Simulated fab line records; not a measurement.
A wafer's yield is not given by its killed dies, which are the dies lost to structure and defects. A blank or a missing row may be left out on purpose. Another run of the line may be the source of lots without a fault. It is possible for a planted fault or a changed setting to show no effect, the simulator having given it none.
fab line records    flow sky130
[record] lots = 6  wafers = 18  last_day = 50
route steps=708 shown LDD_LDN@299 SPACER@304 POLY_CUT@307 PAD_OPEN@708
lots that met no fault: taken from a fault-free run of the same line
start_h: hours from the record's opening day to when the first of the lot's shown wafers began    wait_h: hours from the lot's prior step to this one    " repeats the value in the row above    L1.1+2: several wafers, shown together as one row    - no value present, or no start provided    * or withheld: withheld    < > ~ a bound
route shown NAME@n: a module of which the file shows steps, and the number in the route of the first    usual: mean/standard deviation of fault-free wafers    same: alike in all rows    chamber/n: place in a boat    sites: the reading at each site    _std_site: the values' standard deviation    _edge_site: outer sites' mean less inner sites'    radius_mm: how far each site lies from the wafer's centre    mask NAME#n: copy n    behind: the last tool/chamber to shape the wafer    hold: reason for holding the lot/hours on hold/outcome of the hold    device: the transistor (n, p or np) that didn't switch    end of line: the route-end tests of the same wafers    where a step has no rows: the recipe by itself    killed: the dies lost at the first sort to structure and to defects; this is not the yield of the wafer    map: dies across one wafer; x = killed, . = not, _ = none there
set.NAME: setting as actually run; set.NAME@STEP: the setting as run at that earlier step    model.NAME: the simulator's own value behind a step, which no gauge read
certain route steps with their lots: each step a table, each wafer a row
services: when a tool's chamber went out of use (start_h, in hours from the record's first day, below 0 if earlier), for how many hours, and the reason
[[steps]]
[step SKY_LDD_LDN_IMPLANT_10]
[recipe] species = As  energy_kev = 15  dose_cm2 = 1.223e+13  tilt_deg = withheld  rotation_deg = 203
[step SKY_LDD_LDN_IMPLANT_11]
[recipe] species = As  energy_kev = 15  dose_cm2 = 1.25e+13  tilt_deg = withheld  rotation_deg = 293
[step SKY_LDD_LDN_STRIP_12]
[recipe] chemistry = O2/N2  power_w = 1400  pressure_mtorr = 1500  platen_temp_c = withheld  o2_flow_sccm = 3000  n2_flow_sccm = 300  overash_fraction = 0.5
[usual] drypump_motor_current_A = 5.72/0.3  oes_product_au = 0.716/0.0045  strip_time_to_endpoint_s = 14.20/0.052
lot.wafer  tool             chamber  start_h  wait_h  drypump_motor_current_A  oes_product_au  rf_hours_counter_h  strip_time_to_endpoint_s
L804.1     plasma_asher-03  1        571.33   0.1     5.56                     0.713           74                  14.21
L804.2     "                0        "        "       5.44                     0.720           74                  14.23
L804.4     "                1        "        "       5.60                     0.712           -                   14.22
L803.2     plasma_asher-02  1        577.58   0.1     6.02                     0.715           46                  14.16
L803.4     "                0        "        "       5.44                     0.721           -                   14.13
L803.6     "                1        "        "       6.04                     0.717           -                   14.09
L812.1     plasma_asher-02  1        619.03   0.1     6.04                     0.714           50                  14.21
L812.2     "                0        "        "       5.44                     0.718           50                  14.23
L812.4     "                1        "        "       6.04                     0.714           -                   14.25
L813.3     plasma_asher-02  0        626.26   0.1     5.43                     0.723           -                   14.17
L813.5     "                0        "        "       5.40                     0.718           -                   14.19
L813.6     "                1        "        "       6.05                     0.720           -                   14.17
L817.1     plasma_asher-03  1        651.48   0.1     5.57                     0.719           82                  14.25
L817.4     "                0        "        "       5.46                     0.719           -                   14.29
L817.5     "                1        "        "       5.58                     0.724           -                   14.27
L825.2     plasma_asher-01  1        715.18   0.1     6.28                     0.722           28                  14.24
L825.5     "                0        "        "       5.66                     0.719           -                   14.19
L825.6     "                1        "        "       6.26                     0.711           -                   14.18
[step SKY_LDD_LDN_TW_MEAS_13]
[usual] LDD_LDN_TW = 1468/11
lot.wafer  tool           chamber  start_h  wait_h  LDD_LDN_TW
L804.1     film_metro-03  -        571.43   0.1     1481
L804.2     "              -        "        "       1480
L804.4     "              -        "        "       1482
L803.2     film_metro-03  -        577.69   0.1     1473
L803.4     "              -        "        "       1475
L803.6     "              -        "        "       1486
L812.1     film_metro-04  -        619.13   0.1     1455
L812.2     "              -        "        "       1455
L812.4     "              -        "        "       1455
L813.3     film_metro-01  -        626.35   0.1     1468
L813.5     "              -        "        "       1478
L813.6     "              -        "        "       1474
L817.1     film_metro-01  -        651.58   0.1     1467
L817.4     "              -        "        "       1469
L817.5     "              -        "        "       1472
L825.2     film_metro-03  -        715.29   0.1     1482
L825.5     "              -        "        "       1483
L825.6     "              -        "        "       1483
[step SKY_LDD_LDN_CLEAN_14]
[recipe] chemistry = SC1/SC2  mix = 1:4:20  temp_c = 70  time_s = 150  dry = n2_spin
[step SKY_SPACER_CVD_00]
[recipe] material = Si3N4  precursor = DCS/NH3  target_thk_nm = 43.1  temp_c = 770  time_s = 740  pressure_mtorr = 250
[step SKY_SPACER_THK_MEAS_01]
[recipe] reads = Si3N4_of_SPACER_CVD_00
[usual] SPACER_CVD_00_THK = 42.9/0.41
lot.wafer  tool           chamber  start_h  wait_h  SPACER_CVD_00_THK[nm]
L804.1     film_metro-01  -        572.75   0.0     42.8
L804.2     "              -        "        "       42.6
L804.4     "              -        "        "       42.6
L803.2     film_metro-02  -        580.14   0.0     43.4
L803.4     "              -        "        "       43.7
L803.6     "              -        "        "       43.0
L812.1     film_metro-03  -        621.61   0.0     42.1
L812.2     "              -        "        "       42.1
L812.4     "              -        "        "       42.2
L813.3     film_metro-02  -        628.84   0.0     42.3
L813.5     "              -        "        "       42.0
L813.6     "              -        "        "       42.2
L817.1     film_metro-02  -        653.48   0.0     42.8
L817.4     "              -        "        "       42.8
L817.5     "              -        "        "       42.9
L825.2     film_metro-02  -        716.61   0.0     43.4
L825.5     "              -        "        "       43.5
L825.6     "              -        "        "       43.4
[step SKY_SPACER_ETCHBACK_02]
[recipe] chemistry = CH3F/O2  target = Si3N4  stop_on = SiO2  source_w = 400  bias_w = 80  pressure_mtorr = 25  ch3f_flow_sccm = 40  O2_flow_sccm = 30  time_s = 46.7  target_depth_a = 450
[usual] drypump_motor_current_A = 5.9/0.44  oes_product_au = 0.852/0.0065  throttle_valve_pct = 10.561/0.01
lot.wafer  tool         chamber  start_h  wait_h  drypump_motor_current_A  oes_product_au  rf_hours_counter_h  throttle_valve_pct
L804.1     rie_diel-01  2        572.81   0.1     5.8                      0.837           11                  10.558
L804.2     "            0        "        "       6.2                      0.850           58                  10.557
L804.4     "            3        "        "       5.0                      0.847           5                   10.572
L803.2     rie_diel-03  3        580.19   0.0     6.3                      0.864           4                   10.558
L803.4     "            2        "        "       6.5                      0.864           49                  10.568
L803.6     "            2        "        "       6.5                      0.855           -                   10.554
L812.1     rie_diel-03  0        621.67   0.1     6.1                      0.838           9                   10.561
L812.2     "            2        "        "       6.5                      0.846           50                  10.558
L812.4     "            1        "        "       5.9                      0.844           17                  10.557
L813.3     rie_diel-02  3        628.88   0.0     5.7                      0.850           2                   10.551
L813.5     "            3        "        "       5.7                      0.840           -                   10.574
L813.6     "            0        "        "       5.8                      0.846           -                   10.554
L817.1     rie_diel-02  2        653.54   0.1     5.3                      0.848           12                  10.560
L817.4     "            0        "        "       5.8                      0.850           14                  10.571
L817.5     "            0        "        "       5.8                      0.850           -                   10.561
L825.2     rie_diel-01  1        716.66   0.0     6.0                      0.863           21                  10.556
L825.5     "            3        "        "       5.1                      0.859           -                   10.559
L825.6     "            0        "        "       6.2                      0.857           -                   10.561
[step SKY_POLY_CUT_DEHYDRATE_00]
[recipe] temp_c = 200  time_s = 60
[step SKY_POLY_CUT_HMDS_01]
[recipe] prime_time_s = 60  prime_temp_c = 120
[step SKY_POLY_CUT_COAT_02]
[recipe] resist = BARC  temp_c = withheld  time_s = withheld  spin_rpm = 3000  resist_thk_nm = 60
[step SKY_POLY_CUT_COAT_03]
[recipe] resist = KrF-thick  spin_rpm = 3000  resist_thk_nm = 450
[step SKY_POLY_CUT_SOFTBAKE_04]
[recipe] temp_c = 100  time_s = 90  resist = KrF-thick
[usual] run_length_s = 119.20/0.28
lot.wafer  tool            chamber  start_h  wait_h  run_length_s
L804.1     litho_track-01  0        587      -       119.25
L804.2     "               0        "        "       119.39
L804.4     "               0        "        "       119.29
L803.2     litho_track-04  0        594      -       119.67
L803.4     "               0        "        "       119.45
L803.6     "               0        "        "       119.45
L812.1     litho_track-04  0        635      -       128.05
L812.2     "               0        "        "       128.05
L812.4     "               0        "        "       128.11
L813.3     litho_track-04  0        643      -       128.01
L813.5     "               0        "        "       128.01
L813.6     "               0        "        "       128.04
L817.1     litho_track-01  0        667      -       119.62
L817.4     "               0        "        "       119.50
L817.5     "               0        "        "       119.43
L825.2     litho_track-03  0        729      -       119.12
L825.5     "               0        "        "       118.83
L825.6     "               0        "        "       118.83
[step SKY_POLY_CUT_EXPOSE_05]
[recipe] mask_id = NPCM  na = 0.8  source_shape = annular  sigma_inner = 0.55  sigma_outer = 0.85  target_cd_nm = 270  dose_mj = 32
[step SKY_PAD_OPEN_PROBE_99]
[usual] defect_limited_yield = 82.2/1.9  killed_at_M0_to_M3 = 44/6.7  killed_at_M4_up = 3.1/1.8  killed_at_contacts = 24/5.1  killed_at_front_end = 16/4.7  killed_at_other = 0.3/0.59  killed_dies = 88/9.6  killed_open = 48/7.3  killed_short = 39/6.5  sort_bin_3_pad_short = 0.9/0.43  sort_bin_5_function = 10.6/1.6  sort_bin_6_memory = 6.3/1.1  sort_n_pass = 404/9.6  sort_yield_pct = 82.2/1.9
[same] gross_dies = 492  killed_at_back_side = 0  sort_bin_4_leakage[%] = 0  sort_bin_8_speed[%] = 0
lot.wafer  tool       chamber  start_h  wait_h  defect_limited_yield[%]  killed_at_M0_to_M3  killed_at_M4_up  killed_at_contacts  killed_at_front_end  killed_at_other  killed_dies  killed_open  killed_short  sort_bin_3_pad_short[%]  sort_bin_5_function[%]  sort_bin_6_memory[%]  sort_n_pass  sort_yield_pct[%]
L804.1     prober-01  -        1105.94  0.1     80.3                     56                  1                29                  11                   0                97           49           48            1.2                      10.2                    8.3                   395          80.3
L804.2     prober-01  -        1105.99  0.1     80.1                     51                  4                29                  14                   0                98           50           48            1.0                      11.0                    7.9                   394          80.1
L804.4     prober-01  -        1106.09  0.2     78.9                     49                  2                26                  27                   0                104          60           43            1.4                      13.4                    6.3                   388          78.9
L817.1     prober-01  -        1159.91  0.1     82.7                     41                  2                26                  16                   0                85           48           36            1.0                      9.3                     6.9                   407          82.7
L817.4     prober-01  -        1160.06  0.2     82.3                     51                  5                22                  9                    0                87           46           41            1.0                      10.6                    6.1                   405          82.3
L817.5     prober-01  -        1160.11  0.2     82.1                     47                  2                25                  14                   0                88           47           40            2.0                      9.8                     6.1                   404          82.1
// killed by level:class
L804.1 CONTACT:geometric_particle:open=10 METAL2:geometric_particle:short=10 METAL1:geometric_particle:short=9 VIA2:geometric_particle:open=9 VIA1:geometric_particle:open=8 LI_CONTACT:geometric_particle:open=7 VIA3:geometric_particle:open=7 CONTACT:geometric_particle:short=5
L804.2 VIA1:geometric_particle:open=13 METAL1:geometric_particle:short=9 LI_CONTACT:geometric_particle:open=8 LOCAL_INTERCONNECT:geometric_particle:short=8 METAL2:geometric_particle:short=7 VIA3:geometric_particle:open=7 CONTACT:geometric_particle:open=6 CONTACT:geometric_particle:short=3
L804.4 VIA2:geometric_particle:open=12 LI_CONTACT:geometric_particle:open=9 CONTACT:geometric_particle:open=9 METAL1:geometric_particle:short=9 POLY_GATE:geometric_particle:open=8 VIA3:geometric_particle:open=6 VIA1:geometric_particle:open=6 SPACER:geometric_particle:open=5
L817.1 CONTACT:geometric_particle:open=12 VIA1:geometric_particle:short=10 VIA1:geometric_particle:open=9 VIA2:geometric_particle:open=8 LOCAL_INTERCONNECT:geometric_particle:short=7 METAL1:geometric_particle:short=6 FIELD_ISO:geometric_particle:short=5 LI_CONTACT:geometric_particle:open=4
L817.4 VIA1:geometric_particle:open=15 CONTACT:geometric_particle:open=8 VIA2:geometric_particle:open=7 METAL2:geometric_particle:short=6 POLY_GATE:geometric_particle:short=5 VIA3:geometric_particle:short=5 METAL4:geometric_particle:short=5 LI_CONTACT:geometric_particle:open=4
L817.5 VIA2:geometric_particle:open=10 METAL1:geometric_particle:short=10 CONTACT:geometric_particle:open=8 VIA1:geometric_particle:open=8 LI_CONTACT:geometric_particle:open=6 METAL2:geometric_particle:short=6 CONTACT:geometric_particle:short=5 VIA1:geometric_particle:short=4
[[services]]
tool             chamber  start_h  hours  kind
rie_diel-03      1        564.81   4.0    repair
rie_diel-02      1        571.81   5.8    repair
plasma_asher-01  -        574.63   5.2    repair
rie_diel-02      3        579.31   10.6   repair
rie_diel-03      2        586.06   2.4    repair
rie_diel-02      1        602.72   2.3    repair
litho_track-04   -        617.88   -      consumable_replace:filter
plasma_asher-02  -        619.51   1.0    repair
rie_diel-02      2        655.91   4.5    repair
rie_diel-01      0        669.19   -      clean
rie_diel-01      0        669.19   24.0   scheduled_down
rie_diel-01      0        669.19   24.0   vent_cycle
rie_diel-03      2        705.47   -      clean
rie_diel-03      2        705.47   22.3   scheduled_down
rie_diel-03      2        705.47   22.3   vent_cycle
plasma_asher-03  -        710.60   2.8    repair
rie_diel-02      1        721.88   9.8    repair
[[key]]
[first_sign] step = SKY_POLY_CUT_SOFTBAKE_04  reading = run_length_s  direction = up  sigmas = 32  usual = *  struck = *
effect none on later readings
met_at SKY_POLY_CUT_SOFTBAKE_04
struck_wafers L812.1,L812.2,L812.4,L813.3,L813.5,L813.6
rows_end L812.1,L812.2,L812.4,L813.3,L813.5,L813.6
onset_between 594 635
[fault] kind = process_parameter_drift  tool = litho_track-04  chamber = -  onset_h = 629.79  steps = SKY_POLY_CUT_SOFTBAKE_04  channel = time_s  offset = *  shape = step  end_h = 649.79  acts_in = *  stated = *
// rows_end: these wafers met a further fault down the route, and their rows from its step on are left out
